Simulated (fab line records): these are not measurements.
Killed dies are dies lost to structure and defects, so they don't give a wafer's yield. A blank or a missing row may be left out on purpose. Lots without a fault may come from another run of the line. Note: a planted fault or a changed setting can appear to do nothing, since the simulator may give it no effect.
Which tool is to blame? + flow sky130 + 14 lots, 42 wafers sampled, at 5 steps of a route of 708

WHAT THE GAUGES SHOWED, per wafer
SKY_LDD_P_OVL_MEAS_08. Usual: LDD_P_OVL gives -1.1 nm (standard deviation 1.2).
| lot  | measured     | on         | LDD_P_OVL (nm) | flag |
|------|--------------|------------|----------------|------|
| L599 | day 20 14:13 | overlay-01 | -1.0 -1.0 -0.4 |      |
| L601 | day 21 00:18 | overlay-01 | -2.2 0.3 -2.7  |      |
| L600 | day 21 04:54 | overlay-01 | -1.2 -0.7 -0.1 |      |
| L607 | day 23 11:44 | overlay-01 | -1.1 -2.6 -2.8 |      |
| L608 | day 23 21:51 | overlay-02 | -1.5 -2.9 -3.3 |      |
| L609 | day 24 07:48 | overlay-01 | -0.5 -1.1 -0.2 |      |
| L610 | day 24 21:29 | overlay-02 | -0.8 -2.0 -1.7 |      |
| L612 | day 25 10:23 | overlay-02 | -0.7 -3.0 -0.9 |      |
| L613 | day 25 13:56 | overlay-02 | -1.9 -2.1 -2.0 |      |
| L614 | day 25 20:53 | overlay-02 | -2.3 -2.1 -0.7 |      |
| L615 | day 26 00:48 | overlay-01 | 0.3 -1.0 -1.6  |      |
| L616 | day 26 10:35 | overlay-01 | -2.0 -2.8 -1.1 |      |
| L618 | day 26 19:47 | overlay-01 | -2.0 -1.9 -2.5 |      |
| L621 | day 27 19:59 | overlay-02 | -0.9 0.4 -1.2  |      |

SKY_LDD_LDN_OVL_MEAS_07. Usual: LDD_LDN_OVL gives 0.8 nm (standard deviation 1.3).
| lot  | measured     | on         | LDD_LDN_OVL (nm) | flag |
|------|--------------|------------|------------------|------|
| L599 | day 24 12:23 | overlay-02 | -0.1 -2.0 -0.3   |      |
| L601 | day 24 22:17 | overlay-01 | 2.8 2.2 1.5      |      |
| L600 | day 25 02:20 | overlay-02 | 0.3 -0.3 0.8     |      |
| L607 | day 27 04:32 | overlay-01 | 2.8 1.1 1.0      |      |
| L608 | day 27 15:26 | overlay-01 | 3.0 2.3 2.8      |      |
| L609 | day 28 00:14 | overlay-01 | 3.0 1.7 0.6      |      |
| L610 | day 28 13:50 | overlay-02 | 0.7 2.2 1.7      |      |
| L612 | day 29 02:41 | overlay-01 | -0.8 -0.4 -2.3   |      |
| L613 | day 29 05:23 | overlay-02 | -0.5 -0.2 -0.3   |      |
| L614 | day 29 12:45 | overlay-01 | 1.0 1.2 0.7      |      |
| L615 | day 29 15:47 | overlay-02 | 1.5 3.6 3.4      |      |
| L616 | day 30 02:20 | overlay-02 | -0.7 -0.2 -0.5   |      |
| L618 | day 30 10:20 | overlay-02 | -0.8 1.6 0.0     |      |
| L621 | day 31 09:46 | overlay-01 | 2.8 0.9 2.7      |      |

SKY_SD_N_CD_MEAS_07 targets a cd of 380 nm. Usual: cd-nm at 380.4 nm, with a standard deviation of 2.9.
| lot  | measured     | on        | cd-nm (nm)        | flag |
|------|--------------|-----------|-------------------|------|
| L599 | day 29 11:04 | cd-sem-01 | 375.3 376.2 376.7 |      |
| L601 | day 29 22:19 | cd-sem-01 | 376.8 378.6 378.4 |      |
| L600 | day 30 01:15 | cd-sem-02 | 382.4 383.6 383.2 |      |
| L607 | day 32 02:38 | cd-sem-02 | 375.6 377.9 378.3 |      |
| L608 | day 32 12:27 | cd-sem-02 | - - -             | OFF  |
| L609 | day 32 20:12 | cd-sem-02 | - - -             | OFF  |
| L610 | day 33 08:56 | cd-sem-02 | 387.7 385.3 386.9 |      |
| L612 | day 33 22:08 | cd-sem-01 | 383.9 383.9 384.9 |      |
| L613 | day 34 01:37 | cd-sem-02 | 379.7 378.4 378.3 |      |
| L614 | day 34 05:52 | cd-sem-01 | 379.8 379.3 380.3 |      |
| L615 | day 34 10:59 | cd-sem-01 | 382.3 381.8 381.0 |      |
| L616 | day 34 22:11 | cd-sem-02 | 378.2 380.1 379.1 |      |
| L618 | day 35 05:59 | cd-sem-01 | 380.8 379.9 379.2 |      |
| L621 | day 36 02:34 | cd-sem-02 | 380.6 380.7 384.2 |      |

SKY_SD_N_TW_MEAS_12. Usual: SD_N_TW gives 3968 (standard deviation 47).
| lot  | measured     | on            | SD_N_TW        | flag |
|------|--------------|---------------|----------------|------|
| L599 | day 29 11:36 | film-metro-02 | 4033 4025 4016 |      |
| L601 | day 29 22:53 | film-metro-03 | 3881 3891 3883 |      |
| L600 | day 30 01:48 | film-metro-01 | 3919 3918 3904 |      |
| L607 | day 32 03:11 | film-metro-03 | 3924 3934 3924 |      |
| L608 | day 32 13:00 | film-metro-02 | 4062 4028 4029 |      |
| L609 | day 32 20:45 | film-metro-03 | 3938 3934 3922 |      |
| L610 | day 33 09:28 | film-metro-02 | 3990 4016 3994 |      |
| L612 | day 33 22:41 | film-metro-02 | 3985 3999 4012 |      |
| L613 | day 34 02:11 | film-metro-01 | 3933 3932 3933 |      |
| L614 | day 34 06:25 | film-metro-01 | 3955 3924 3940 |      |
| L615 | day 34 11:32 | film-metro-02 | 4010 4042 4022 |      |
| L616 | day 34 22:44 | film-metro-01 | 3964 3959 3950 |      |
| L618 | day 35 06:32 | film-metro-03 | 3948 3933 3940 |      |
| L621 | day 36 03:08 | film-metro-02 | 3974 3990 4004 |      |

TOOL THAT RAN EACH LOT (tool first, then ch and the chambers of the sampled wafers, then the start)
| lot  | SKY_SD_N_COAT_02                  |
|------|-----------------------------------|
| L599 | litho-track-03 ch 0, day 28 20:17 |
| L601 | litho-track-03 ch 0, day 29 07:47 |
| L600 | litho-track-04 ch 0, day 29 11:13 |
| L607 | litho-track-04 ch 0, day 31 11:41 |
| L608 | litho-track-04, day 31 21:43      |
| L609 | litho-track-03, day 32 06:13      |
| L610 | litho-track-02 ch 0, day 32 19:39 |
| L612 | litho-track-03 ch 0, day 33 08:17 |
| L613 | litho-track-03 ch 0, day 33 12:11 |
| L614 | litho-track-04 ch 0, day 33 16:41 |
| L615 | litho-track-04 ch 0, day 33 21:34 |
| L616 | litho-track-03 ch 0, day 34 08:08 |
| L618 | litho-track-03 ch 0, day 34 16:10 |
| L621 | litho-track-03 ch 0, day 35 12:44 |
- SKY_SD_N_COAT_02: resist thk 1140 nm.

AS READ BY THE TOOLS THEMSELVES (means over the sampled wafers that have a number; for cases with no such wafer, the mark the record gives instead)
SKY_SD_N_COAT_02. Usual: chill-plate-temp-C 23.01 C, standard deviation 0.11; dispense-pressure-kPa 48 kPa, standard deviation 5.2.
| lot  | tool           | chill-plate-temp-C (C) | dispense-pressure-kPa (kPa) | flag |
|------|----------------|------------------------|-----------------------------|------|
| L599 | litho-track-03 | 23.01                  | 46                          |      |
| L601 | litho-track-03 | 23.00                  | 46                          |      |
| L600 | litho-track-04 | 22.94                  | 57                          |      |
| L607 | litho-track-04 | 23.03                  | 57                          |      |
| L608 | litho-track-04 | -                      | -                           | OFF  |
| L609 | litho-track-03 | -                      | -                           | OFF  |
| L610 | litho-track-02 | 23.05                  | 42                          |      |
| L612 | litho-track-03 | 22.84                  | 46                          |      |
| L613 | litho-track-03 | 22.94                  | 46                          |      |
| L614 | litho-track-04 | 23.07                  | 57                          |      |
| L615 | litho-track-04 | 23.01                  | 57                          |      |
| L616 | litho-track-03 | 23.03                  | 46                          |      |
| L618 | litho-track-03 | 22.93                  | 46                          |      |
| L621 | litho-track-03 | 23.02                  | 46                          |      |

THE ANSWER, worked out from the rows above alone
Rule: take the mean of a lot's wafers that have a number; if it is more than 3 standard deviations from the usual mean, the lot is off. A lot without any number at a reading at which 4 lots or more have one is off too. The other lots that the step has rows for count as sound. Order of review: gauges by route order, followed by the tools' own readings, for which a lot's mean as printed above is used. The first step at which some lot is off is used, and at that step the reading that is off furthest; a lot without a number counts as furthest.
Off: L608, L609, at SKY_SD_N_CD_MEAS_07 (cd-nm). Without a number there: L608, L609.
If a tool, at a process step before that reading, ran all the lots that are off and no sound lot after the first of them, it fits. Not tried: the gauges at SKY_SD_N_CD_MEAS_07; whatever is off there is also off at SKY_SD_N_COAT_02, on other tools, and gauge error can't account for it. No candidate that was tried fits.

WHAT WAS PUT IN BY THE SIMULATOR
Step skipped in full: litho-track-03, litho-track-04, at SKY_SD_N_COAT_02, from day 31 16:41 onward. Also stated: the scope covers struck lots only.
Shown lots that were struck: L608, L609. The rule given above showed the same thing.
